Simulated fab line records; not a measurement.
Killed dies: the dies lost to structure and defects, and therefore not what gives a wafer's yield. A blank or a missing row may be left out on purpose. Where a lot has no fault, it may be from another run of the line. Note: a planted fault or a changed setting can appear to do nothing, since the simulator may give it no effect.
Which tool was responsible? :: flow sky130 :: 12 lots, 36 wafers sampled, at 4 steps of a route of 708

== WHAT THE GAUGES READ, wafer by wafer ==
SKY_CAPM_THK_MEAS_01.
lot: L376
measured: day 36 20:49
on: film-metro-03
CAPM_CVD_00_THK (nm): 15.33 15.00 15.70

lot: L378
measured: day 37 10:16
on: film-metro-03
CAPM_CVD_00_THK (nm): 15.19 15.27 15.80

lot: L379
measured: day 37 13:32
on: film-metro-03
CAPM_CVD_00_THK (nm): 15.21 15.65 15.59

lot: L382
measured: day 38 23:58
on: film-metro-04
CAPM_CVD_00_THK (nm): 15.32 15.54 15.52

lot: L383
measured: day 39 03:20
on: film-metro-04
CAPM_CVD_00_THK (nm): 15.41 15.47 15.80

lot: L384
measured: day 39 05:58
on: film-metro-04
CAPM_CVD_00_THK (nm): 15.20 14.89 15.39

lot: L386
measured: day 39 23:53
on: film-metro-04
CAPM_CVD_00_THK (nm): 14.97 15.11 14.89

lot: L387
measured: day 40 05:43
on: film-metro-03
CAPM_CVD_00_THK (nm): 15.88 15.64 15.63

lot: L390
measured: day 41 00:44
on: film-metro-04
CAPM_CVD_00_THK (nm): 15.17 15.17 15.73

lot: L391
measured: day 41 12:39
on: film-metro-01
CAPM_CVD_00_THK (nm): 15.40 15.36 15.45

lot: L398
measured: day 43 11:06
on: film-metro-01
CAPM_CVD_00_THK (nm): 15.12 15.39 15.31

lot: L399
measured: day 43 13:46
on: film-metro-03
CAPM_CVD_00_THK (nm): 15.61 15.69 15.74

SKY_METAL3_OVL_MEAS_14.
lot: L376
measured: day 39 01:14
on: overlay-02
METAL3_OVL (nm): -7 -6 -1

lot: L378
measured: day 39 14:23
on: overlay-01
METAL3_OVL (nm): 4 -1 3

lot: L379
measured: day 39 17:21
on: overlay-02
METAL3_OVL (nm): 4 0 4

lot: L382
measured: day 41 02:15
on: overlay-01
METAL3_OVL (nm): -10 -15 -9

lot: L383
measured: day 41 05:59
on: overlay-01
METAL3_OVL (nm): -4 -3 -2

lot: L384
measured: day 41 08:47
on: overlay-02
METAL3_OVL (nm): -2 2 3

lot: L386
measured: day 42 02:23
on: overlay-01
METAL3_OVL (nm): -6 0 -3

lot: L387
measured: day 42 07:57
on: overlay-02
METAL3_OVL (nm): -12 1 -5

lot: L390
measured: day 43 01:32
on: overlay-01
METAL3_OVL (nm): -3 -10 -1

lot: L391
measured: day 43 11:53
on: overlay-01
METAL3_OVL (nm): -9 -8 -16

lot: L398
measured: day 45 09:15
on: overlay-02
METAL3_OVL (nm): -9 -7 -9

lot: L399
measured: day 45 09:57
on: overlay-02
METAL3_OVL (nm): -3 -2 -3

SKY_VIA3_THK_MEAS_01.
lot: L376
measured: day 39 02:23
on: film-metro-03
VIA3_HDPCVD_THK (nm): 1666 1695 1654

lot: L378
measured: day 39 15:33
on: film-metro-01
VIA3_HDPCVD_THK (nm): 1644 1628 1645

lot: L379
measured: day 39 18:29
on: film-metro-01
VIA3_HDPCVD_THK (nm): 1636 1671 1660

lot: L382
measured: day 41 03:23
on: film-metro-01
VIA3_HDPCVD_THK (nm): 1631 1601 1616

lot: L383
measured: day 41 07:10
on: film-metro-03
VIA3_HDPCVD_THK (nm): 1621 1631 1606

lot: L384
measured: day 41 09:58
on: film-metro-03
VIA3_HDPCVD_THK (nm): 1662 1673 1671

lot: L386
measured: day 42 03:31
on: film-metro-02
VIA3_HDPCVD_THK (nm): 1638 1628 1615

lot: L387
measured: day 42 09:05
on: film-metro-03
VIA3_HDPCVD_THK (nm): 1626 1625 1621

lot: L390
measured: day 43 02:40
on: film-metro-02
VIA3_HDPCVD_THK (nm): 1643 1387 1657

lot: L391
measured: day 43 13:01
on: film-metro-01
VIA3_HDPCVD_THK (nm): 1633 1635 1635

lot: L398
measured: day 45 10:23
on: film-metro-03
VIA3_HDPCVD_THK (nm): 1652 1634 1669

lot: L399
measured: day 45 11:16
on: film-metro-03
VIA3_HDPCVD_THK (nm): 1654 1649 1650

== WHAT TOOL EACH LOT RAN ON (gives the tool, then ch and the chambers of the sampled wafers, and finally the start) ==
lot: L376
SKY_VIA3_HDPCVD_00: hdpcvd-01 ch 0,2, day 39 02:12

lot: L378
SKY_VIA3_HDPCVD_00: hdpcvd-02 ch 0,2, day 39 15:22

lot: L379
SKY_VIA3_HDPCVD_00: hdpcvd-01 ch 0,1,2, day 39 18:19

lot: L382
SKY_VIA3_HDPCVD_00: hdpcvd-02 ch 0,2, day 41 03:13

lot: L383
SKY_VIA3_HDPCVD_00: hdpcvd-02 ch 0,1, day 41 06:59

lot: L384
SKY_VIA3_HDPCVD_00: hdpcvd-01 ch 0,2, day 41 09:47

lot: L386
SKY_VIA3_HDPCVD_00: hdpcvd-02 ch 0,1,2, day 42 03:21

lot: L387
SKY_VIA3_HDPCVD_00: hdpcvd-02 ch 1,2, day 42 08:53

lot: L390
SKY_VIA3_HDPCVD_00: hdpcvd-02 ch 0,1,2, day 43 02:29

lot: L391
SKY_VIA3_HDPCVD_00: hdpcvd-01 ch 0,1, day 43 12:50

lot: L398
SKY_VIA3_HDPCVD_00: hdpcvd-01 ch 0,2, day 45 10:13

lot: L399
SKY_VIA3_HDPCVD_00: hdpcvd-01 ch 0,1, day 45 11:07
- SKY_VIA3_HDPCVD_00: deposits SiO2, target thk 1635 nm, time 272.5 s.

== AS READ BY THE TOOLS THEMSELVES (means over the sampled wafers that have a number; for cases with no such wafer, the mark the record gives instead) ==
SKY_VIA3_HDPCVD_00.
lot: L376
tool: hdpcvd-01
run-length-s (s): 300.3

lot: L378
tool: hdpcvd-02
run-length-s (s): 300.2

lot: L379
tool: hdpcvd-01
run-length-s (s): 300.6

lot: L382
tool: hdpcvd-02
run-length-s (s): 300.1

lot: L383
tool: hdpcvd-02
run-length-s (s): 299.9

lot: L384
tool: hdpcvd-01
run-length-s (s): 300.6

lot: L386
tool: hdpcvd-02
run-length-s (s): 299.9

lot: L387
tool: hdpcvd-02
run-length-s (s): 300.3

lot: L390
tool: hdpcvd-02
run-length-s (s): 285.0

lot: L391
tool: hdpcvd-01
run-length-s (s): 301.1

lot: L398
tool: hdpcvd-01
run-length-s (s): 300.4

lot: L399
tool: hdpcvd-01
run-length-s (s): 300.5

== THE ANSWER, worked out from the rows above alone ==
Rule: the usual values come from the lots themselves. The widest of any qualifying gaps counts: lots, ordered by their means at a reading, are off when they make up no more than a third of the lots, leave a main group of 4 or more, and stand apart from it by 3 or more times the standard deviation of that group's means. A main group whose means are all the same, to the digits that the tables above print for the reading, isn't used. Also off: a lot with no number at a reading for which 4 or more lots have one. Where the step has rows for the other lots, those lots are counted as sound. The gauges are gone through in route order, then the tools' own readings, and for those a lot's mean is taken as printed above. At the first step where some lot is off, the reading lying furthest off is the one used; lots without a number count as furthest.
Off: L390 (SKY_VIA3_HDPCVD_00, run-length-s). The main group has a mean of 300.4 s with a standard deviation of 0.33.
If a tool, at that step or one of the process steps before it, ran each lot that is off and ran no sound lot following the first of them, it fits. One fits: SKY_VIA3_HDPCVD_00 on hdpcvd-02. A fault onset in the window from L387 (day 42 08:53, its last sound lot) to L390 (day 43 02:29, its first lot off) fits.
On the lots that are off, the tool's own readings at SKY_VIA3_HDPCVD_00 differ by more than 5 times the standard deviation of the sound lots' means, which bears it out; run-length-s reads 285.0 s there versus 300.4 s on the sound lots.

== WHAT THE SIMULATOR HAD INSERTED ==
hdpcvd-02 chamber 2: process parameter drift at SKY_VIA3_HDPCVD_00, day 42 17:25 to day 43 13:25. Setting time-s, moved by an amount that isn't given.
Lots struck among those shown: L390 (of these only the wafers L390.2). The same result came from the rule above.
